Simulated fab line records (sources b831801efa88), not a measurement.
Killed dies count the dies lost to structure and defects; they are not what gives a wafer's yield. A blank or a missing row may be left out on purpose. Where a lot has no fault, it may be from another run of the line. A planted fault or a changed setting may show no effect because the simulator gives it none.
Chamber matching || flow gf180mcu || GF_V2_CMP_26 on cmp-01 has 4 sister chambers
The step polishes, stops on SiO2, t overpolish 15 s, target thk 0 nm. 7 wafers are shown with their chamber, then 7 later ones without.

EACH WAFER AND ITS CHAMBER
{"wafer": "L964.1", "chamber": 2, "motor current A (A)": 7.7, "time to endpoint s (s)": 89}
{"wafer": "L966.3", "chamber": 3, "motor current A (A)": 10.5, "time to endpoint s (s)": 86}
{"wafer": "L970.2", "chamber": 1, "motor current A (A)": 10.8, "time to endpoint s (s)": 83}
{"wafer": "L970.3", "chamber": 0, "motor current A (A)": 8.6, "time to endpoint s (s)": 91}
{"wafer": "L970.6", "chamber": 1, "motor current A (A)": 10.3, "time to endpoint s (s)": 83}
{"wafer": "L973.1", "chamber": 3, "motor current A (A)": 11.1, "time to endpoint s (s)": 83}
{"wafer": "L973.5", "chamber": 0, "motor current A (A)": 8.7, "time to endpoint s (s)": 87}

WAFERS WHOSE CHAMBER IS MISSING
{"wafer": "L973.6", "motor current A (A)": 11.4, "time to endpoint s (s)": 84}
{"wafer": "L978.1", "motor current A (A)": 11.6, "time to endpoint s (s)": 85}
{"wafer": "L978.4", "motor current A (A)": 8.3, "time to endpoint s (s)": 88}
{"wafer": "L978.6", "motor current A (A)": 9.2, "time to endpoint s (s)": 89}
{"wafer": "L982.1", "motor current A (A)": 11.0, "time to endpoint s (s)": 87}
{"wafer": "L982.4", "motor current A (A)": 7.8, "time to endpoint s (s)": 92}
{"wafer": "L982.6", "motor current A (A)": 11.2, "time to endpoint s (s)": 85}

WHICH CHAMBER EACH ONE RAN IN
{"wafer": "L973.6", "from the rows above": "can't be placed: 3 or 1", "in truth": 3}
{"wafer": "L978.1", "from the rows above": "can't be placed: 3 or 1", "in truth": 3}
{"wafer": "L978.4", "from the rows above": "can't be placed: 0 or 2", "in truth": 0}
{"wafer": "L978.6", "from the rows above": 0, "in truth": 0}
{"wafer": "L982.1", "from the rows above": "can't be placed: 3 or 1", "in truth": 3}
{"wafer": "L982.4", "from the rows above": "can't be placed: 2 or 0", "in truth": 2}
{"wafer": "L982.6", "from the rows above": "can't be placed: 3 or 1", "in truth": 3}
Correctly placed: 1 of 7. Cannot be placed on the basis of these rows: 6; the candidates contain the true chamber in 6. Number placed wrongly: 0.
How it was worked out, from the rows above alone: a wafer's distance from a chamber is the root of the sum, over the readings, of the square of ((its reading less the chamber's mean) divided by the reading's scatter). If the next closest chamber is less than 2 further off than the closest, the wafer can't be placed; otherwise it belongs to the closest. For every chamber, the mean is computed from those of its wafers that are shown. The scatter is the square root of a quotient: the sum, over the shown wafers, of each reading's squared deviation from its chamber's mean, divided by wafers minus chambers.
